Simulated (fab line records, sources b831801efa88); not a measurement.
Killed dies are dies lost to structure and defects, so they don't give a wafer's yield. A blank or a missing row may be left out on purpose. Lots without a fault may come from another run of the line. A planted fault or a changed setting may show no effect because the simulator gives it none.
fab line records | flow sky130
record lots=11 wafers=33 last_day=50
route steps=708 shown CONTACT@410 METAL1@449 VIA1@471 PASSIVATION@687 PAD_OPEN@708
lots that met no fault: from a run of the same line without faults
start_h: hours from the record's first day to the start of the lot's first wafer shown | wait_h: hours since the lot's step before | " the same as in the row above | L1.1+2: a row that stands for several wafers | - no value, or no start given | * or withheld: withheld | < > ~ a bound
route shown NAME@n: a module of which the file shows steps, and the number in the route of the first | usual: mean/standard deviation of fault-free wafers | same: alike in all rows | chamber/n: place in a boat | sites: the reading at each site | _std_site: their standard deviation | _edge_site: outer sites' mean less inner sites' | radius_mm: how far each site lies from the wafer's centre | mask NAME#n: copy n | behind: the tool/chamber that last shaped the wafer | hold: why the lot was held/for how many hours/how that ended | device: the transistor (n, p or np) that didn't switch | end of line: the same wafers' tests at the end of the route | a step without rows: its recipe alone | killed: dies lost to structure and defects at the first sort, not the wafer's yield | map: a wafer's dies, x killed, . not, _ none there
set.NAME: the setting as run; set.NAME@STEP: as run at that earlier step | model.NAME: the simulator's own value behind a step, which no gauge read
steps of the route over a sample of lots; a table a step, a row a wafer
services: from which hour (start_h, from the record's first day; less than 0 if before it) a tool's chamber was out of use, for how many hours, and why
## steps
# step SKY_CONTACT_CMP_04
# recipe material=SiO2 down_force_psi=4 platen_rpm=60 pad_velocity_m_s=0.94248
# usual motor_current_A=12.6/1.1 time_to_endpoint_s=83/4.1
# columns lot.wafer tool chamber start_h wait_h motor_current_A time_to_endpoint_s
L838.1 cmp-01 3 701.37 0.1 11.0 88
L838.2 " 0 " " 12.5 81
L838.5 " 3 " " 11.8 81
L839.2 cmp-01 3 719.31 0.1 11.9 83
L839.4 " 1 " " 11.5 80
L839.5 " 2 " " 11.7 83
L840.1 cmp-02 0 727.52 0.1 13.0 85
L840.5 " 2 " " 14.7 84
L840.6 " 3 " " 13.5 86
L841.1 cmp-02 0 734.04 0.1 13.2 81
L841.3 " 2 " " 14.0 84
L841.5 " 3 " " 13.0 78
L844.3 cmp-02 3 758.83 0.1 12.6 85
L844.4 " 0 " " 12.3 77
L844.5 " 2 " " 13.9 83
L847.2 cmp-02 2 784.50 0.0 14.7 81
L847.3 " 3 " " 13.0 81
L847.6 " 2 " " 14.0 79
L850.1 cmp-02 2 800.79 0.1 14.3 85
L850.2 " 3 " " 13.9 83
L850.3 " 1 " " 12.4 87
L855.1 cmp-02 0 874.18 0.1 12.5 82
L855.4 " 1 " " 13.0 86
L855.6 " 0 " " 12.7 80
L857.2 cmp-01 3 876.02 0.1 11.0 79
L857.6 " 1 " " 12.0 78
L857.5 " 2 " " 12.0 81
L860.1 cmp-02 2 877.82 0.1 15.2 89
L860.3 " 0 " " 12.4 83
L860.6 " 1 " " 12.6 95
L859.3 cmp-01 1 881.31 0.0 12.1 82
L859.2 " 3 " " 11.2 87
L859.1 " 0 " " 12.2 87
# step SKY_METAL1_CD_MEAS_15
# recipe target_cd_nm=140
# usual cd_nm=140.0/1.5
# columns lot.wafer tool chamber start_h wait_h cd_nm
L838.1 cd_sem-01 - 756.49 - 139.8
L838.2 " - " " 140.2
L838.5 " - " " 141.0
L839.2 cd_sem-01 - 776.08 - 137.6
L839.4 " - " " 137.5
L839.5 " - " " 137.4
L840.1 cd_sem-01 - 783.61 - 138.8
L840.5 " - " " 139.2
L840.6 " - " " 140.6
L841.1 cd_sem-02 - 790.84 - 139.7
L841.3 " - " " 140.8
L841.5 " - " " 140.3
L844.3 cd_sem-02 - 813.70 - 143.1
L844.4 " - " " 143.3
L844.5 " - " " 142.7
L847.2 cd_sem-02 - 840.00 - 140.9
L847.3 " - " " 141.6
L847.6 " - " " 140.3
L850.1 cd_sem-02 - 856.43 - 140.6
L850.2 " - " " 140.3
L850.3 " - " " 139.1
L855.1 cd_sem-01 - 927.84 - 138.8
L855.4 " - " " 139.9
L855.6 " - " " 140.8
L857.2 cd_sem-02 - 929.14 - 140.7
L857.5 " - " " 140.8
L857.6 " - " " 140.7
L860.1 cd_sem-02 - 930.33 - 140.1
L860.3 " - " " 139.7
L860.6 " - " " 140.0
L859.1 cd_sem-02 - 933.43 - 138.0
L859.2 " - " " 140.2
L859.3 " - " " 139.8
# step SKY_VIA1_OVL_MEAS_13
# usual VIA1_OVL=0/5.7
# columns lot.wafer tool chamber start_h wait_h VIA1_OVL[nm]
L838.1 overlay-01 - 785.24 0.1 4
L838.2 " - " " -9
L838.5 " - " " -3
L839.2 overlay-01 - 804.49 0.1 -4
L839.4 " - " " 2
L839.5 " - " " -4
L840.1 overlay-02 - 812.41 0.1 4
L840.5 " - " " -2
L840.6 " - " " 10
L841.1 overlay-02 - 818.94 0.1 2
L841.3 " - " " 4
L841.5 " - " " 3
L844.3 overlay-02 - 842.02 0.1 8
L844.4 " - " " 3
L844.5 " - " " 11
L847.2 overlay-02 - 867.74 0.1 1
L847.3 " - " " -3
L847.6 " - " " 4
L850.1 overlay-02 - 884.34 0.1 -4
L850.2 " - " " -7
L850.3 " - " " -12
L855.1 overlay-01 - 954.29 0.1 0
L855.4 " - " " 2
L855.6 " - " " -8
L857.2 overlay-01 - 955.24 0.1 -7
L857.5 " - " " 1
L857.6 " - " " 0
L860.1 overlay-01 - 956.50 0.1 -4
L860.3 " - " " 0
L860.6 " - " " -1
L859.1 overlay-02 - 959.59 0.1 -6
L859.2 " - " " 2
L859.3 " - " " 1
# step SKY_PASSIVATION_COAT_06
# recipe spin_rpm=2000 resist_thk_nm=3000
# usual dispense_pressure_kPa=47.8/0.84 spin_speed_rpm=2000.2/1.4
# columns lot.wafer tool chamber start_h wait_h dispense_pressure_kPa spin_speed_rpm
L838.1 litho_track-01 0 1034.27 0.1 46.9 1999.1
L838.2 " 0 " " 47.0 1999.5
L838.5 " 0 " " 47.0 1999.4
L839.2 litho_track-04 0 1050.06 0.1 48.2 2002.1
L839.4 " 0 " " 48.1 2000.2
L839.5 " 0 " " 48.1 2001.4
L840.1 litho_track-01 0 1055.67 0.1 47.0 1998.9
L840.5 " 0 " " 47.0 2000.5
L840.6 " 0 " " 47.0 1999.2
L841.1 litho_track-04 0 1062.83 0.1 48.2 2000.8
L841.3 " 0 " " 48.2 1998.8
L841.5 " 0 " " 48.2 2001.4
L844.3 litho_track-04 0 1080.58 0.1 48.2 1999.7
L844.4 " 0 " " 48.1 2000.8
L844.5 " 0 " " 48.2 1999.5
L847.2 litho_track-04 0 1098.76 0.1 48.1 2000.0
L847.3 " 0 " " 48.1 1997.9
L847.6 " 0 " " 48.2 1999.9
L850.1 litho_track-01 0 1115.52 0.1 47.0 2002.8
L850.2 " 0 " " 47.0 2000.2
L850.3 " 0 " " 47.0 2000.2
L855.1 litho_track-04 0 1165.88 0.1 48.1 2221.5
L855.4 " 0 " " 48.1 2221.2
L855.6 " 0 " " 48.1 2220.6
L857.2 litho_track-04 0 1168.06 0.1 48.1 2222.8
L857.5 " 0 " " 48.1 2220.8
L857.6 " 0 " " 48.1 2221.8
L860.1 litho_track-03 0 1170.13 0.1 49.5 2000.9
L860.3 " 0 " " 49.5 2001.3
L860.6 " 0 " " 49.5 1999.7
L859.1 litho_track-01 0 1174.02 0.1 47.0 2000.7
L859.2 " 0 " " 47.0 1998.3
L859.3 " 0 " " 47.0 1997.8
# step SKY_PASSIVATION_STRIP_12
# recipe chemistry=O2/N2 power_w=1400 pressure_mtorr=1500 platen_temp_c=withheld overash_fraction=0.7 o2_flow_sccm=3000 n2_flow_sccm=300
# usual drypump_motor_current_A=5.5/0.37 oes_product_au=0.661/0.0042 strip_time_to_endpoint_s=31.59/0.15
# same overash_fraction=0.7
# columns lot.wafer tool chamber start_h wait_h drypump_motor_current_A oes_product_au rf_hours_counter_h strip_time_to_endpoint_s
L838.1 plasma_asher-03 1 1047.32 0.1 5.8 0.661 119 31.72
L838.2 " 0 " " 5.8 0.664 119 31.61
L838.5 " 0 " " 5.8 0.661 - 31.50
L839.2 plasma_asher-04 1 1060.04 0.1 5.3 0.659 63 31.86
L839.4 " 1 " " 5.3 0.664 - 31.98
L839.5 " 1 " " 5.3 0.658 - 31.78
L840.1 plasma_asher-03 1 1067.33 0.1 5.7 0.657 0 31.45
L840.5 " 1 " " 5.7 0.656 - 31.66
L840.6 " 0 " " 5.9 0.656 - 31.66
L841.1 plasma_asher-01 1 1074.02 0.1 4.9 0.658 31 31.52
L841.3 " 1 " " 4.9 0.665 - 31.67
L841.5 " 1 " " 4.9 0.663 - 31.48
L844.3 plasma_asher-01 0 1092.41 0.1 5.6 0.663 - 31.57
L844.4 " 1 " " 4.9 0.663 - 31.86
L844.5 " 0 " " 5.6 0.664 - 31.54
L847.2 plasma_asher-04 0 1109.63 0.1 5.5 0.660 67 31.68
L847.3 " 1 " " 5.3 0.661 - 31.56
L847.6 " 1 " " 5.3 0.655 - 31.75
L850.1 plasma_asher-03 1 1124.03 0.1 5.7 0.657 6 31.34
L850.2 " 0 " " 5.8 0.666 6 31.38
L850.3 " 0 " " 5.9 0.669 - 31.33
L855.1 plasma_asher-03 0 1174.34 0.1 5.8 0.658 11 29.65
L855.4 " 1 " " 5.7 0.660 - 29.74
L855.6 " 1 " " 5.8 0.662 - 29.59
L857.2 plasma_asher-03 0 1176.17 0.1 5.9 0.659 11 29.75
L857.5 " 1 " " 5.8 0.663 - 29.78
L857.6 " 0 " " 5.8 0.658 - 29.84
L860.1 plasma_asher-03 1 1178.63 0.1 5.8 0.663 11 31.56
L860.3 " 1 " " 5.8 0.659 - 31.65
L860.6 " 1 " " 5.8 0.651 - 31.50
L859.1 plasma_asher-01 0 1183.68 0.1 5.6 0.652 42 31.55
L859.2 " 1 " " 4.9 0.661 42 31.46
L859.3 " 0 " " 5.6 0.660 - 31.57
# step SKY_PAD_OPEN_PROBE_99
# usual defect_limited_yield=82.8/1.7 killed_at_M0_to_M3=43/6.2 killed_at_M4_up=2.8/1.7 killed_at_contacts=24/4.8 killed_at_front_end=15/4.3 killed_at_other=0.3/0.55 killed_dies=85/8.4 killed_open=46/6.7 killed_short=38/6.2 sort_bin_3_pad_short=0.9/0.46 sort_bin_5_function=10.2/1.3 sort_bin_6_memory=6.1/0.9 sort_n_pass=407/8.4 sort_yield_pct=82.8/1.7
# same gross_dies=492 killed_at_back_side=0 sort_bin_4_leakage[%]=0 sort_bin_8_speed[%]=0
# columns lot.wafer tool chamber start_h wait_h defect_limited_yield[%] killed_at_M0_to_M3 killed_at_M4_up killed_at_contacts killed_at_front_end killed_at_other killed_dies killed_open killed_short sort_bin_3_pad_short[%] sort_bin_5_function[%] sort_bin_6_memory[%] sort_n_pass sort_yield_pct[%]
L850.1 prober-01 - 1145.28 0.1 83.3 35 1 23 23 0 82 45 37 0.8 9.1 6.7 410 83.3
L850.2 prober-01 - 1145.33 0.1 81.9 49 3 23 14 0 89 55 33 1.0 9.6 7.5 403 81.9
L850.3 prober-01 - 1145.38 0.2 84.1 47 1 21 9 0 78 45 33 0.2 10.4 5.3 414 84.1
# killed by level:class
L850.1 VIA1:geometric_particle:open=11 FIELD_ISO:geometric_particle:open=10 CONTACT:geometric_particle:open=8 FIELD_ISO:geometric_particle:short=6 METAL1:geometric_particle:short=5 LI_CONTACT:geometric_particle:open=4 LOCAL_INTERCONNECT:geometric_particle:short=4 CONTACT:geometric_particle:short=4
L850.2 VIA1:geometric_particle:open=15 CONTACT:geometric_particle:open=9 VIA2:geometric_particle:open=8 METAL2:geometric_particle:short=7 VIA3:geometric_particle:open=6 FIELD_ISO:geometric_particle:open=5 POLY_GATE:geometric_particle:open=4 LI_CONTACT:geometric_particle:short=4
L850.3 LI_CONTACT:geometric_particle:open=11 VIA1:geometric_particle:open=11 METAL2:geometric_particle:short=7 VIA1:geometric_particle:short=6 METAL1:geometric_particle:short=6 VIA3:geometric_particle:open=6 CONTACT:geometric_particle:open=5 CONTACT:geometric_particle:short=3
## services
# columns tool chamber start_h hours kind
cmp-02 - 715.51 4.3 pm
cmp-01 - 744.00 4.0 pm
cmp-02 - 746.48 0.5 repair
cmp-01 - 756.23 6.3 pm
cmp-01 - 786.59 7.0 pm
cmp-01 - 799.33 0.7 repair
cmp-01 - 804.46 1.1 repair
cmp-02 - 832.09 5.0 repair
cmp-01 - 835.17 0.3 repair
cmp-02 - 912.17 4.0 pm
cmp-01 - 934.40 6.5 repair
cmp-01 - 935.63 0.3 repair
plasma_asher-03 - 952.13 2.9 repair
cmp-02 - 982.57 4.1 pm
cmp-01 - 987.42 1.4 repair
cmp-01 - 991.57 3.6 repair
cmp-01 - 1040.99 1.1 repair
cmp-01 - 1046.89 0.7 repair
plasma_asher-03 - 1055.25 9.0 pm
cmp-02 - 1088.01 0.2 repair
cmp-02 - 1088.22 3.6 pm
cmp-02 - 1094.27 0.6 repair
plasma_asher-03 - 1144.25 4.0 repair
cmp-02 - 1165.42 4.0 pm
## key
first_sign step=SKY_PASSIVATION_COAT_06 reading=spin_speed_rpm direction=up sigmas=99+ usual=2000.2 struck=2221.4
effect step=SKY_PASSIVATION_STRIP_12 reading=strip_time_to_endpoint_s direction=down sigmas=13 usual=* struck=*
met_at SKY_PASSIVATION_COAT_06
struck_lots L855,L857
not_acting_at SKY_CONTACT_CMP_04,SKY_METAL1_CD_MEAS_15,SKY_VIA1_OVL_MEAS_13
onset_between 1098.76 1165.88
fault kind=process_parameter_drift tool=litho_track-04 chamber=- onset_h=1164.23 steps=SKY_PASSIVATION_COAT_06 channel=spin_rpm offset=221.46 shape=step end_h=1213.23 acts_in=these_recipes_only stated=2000
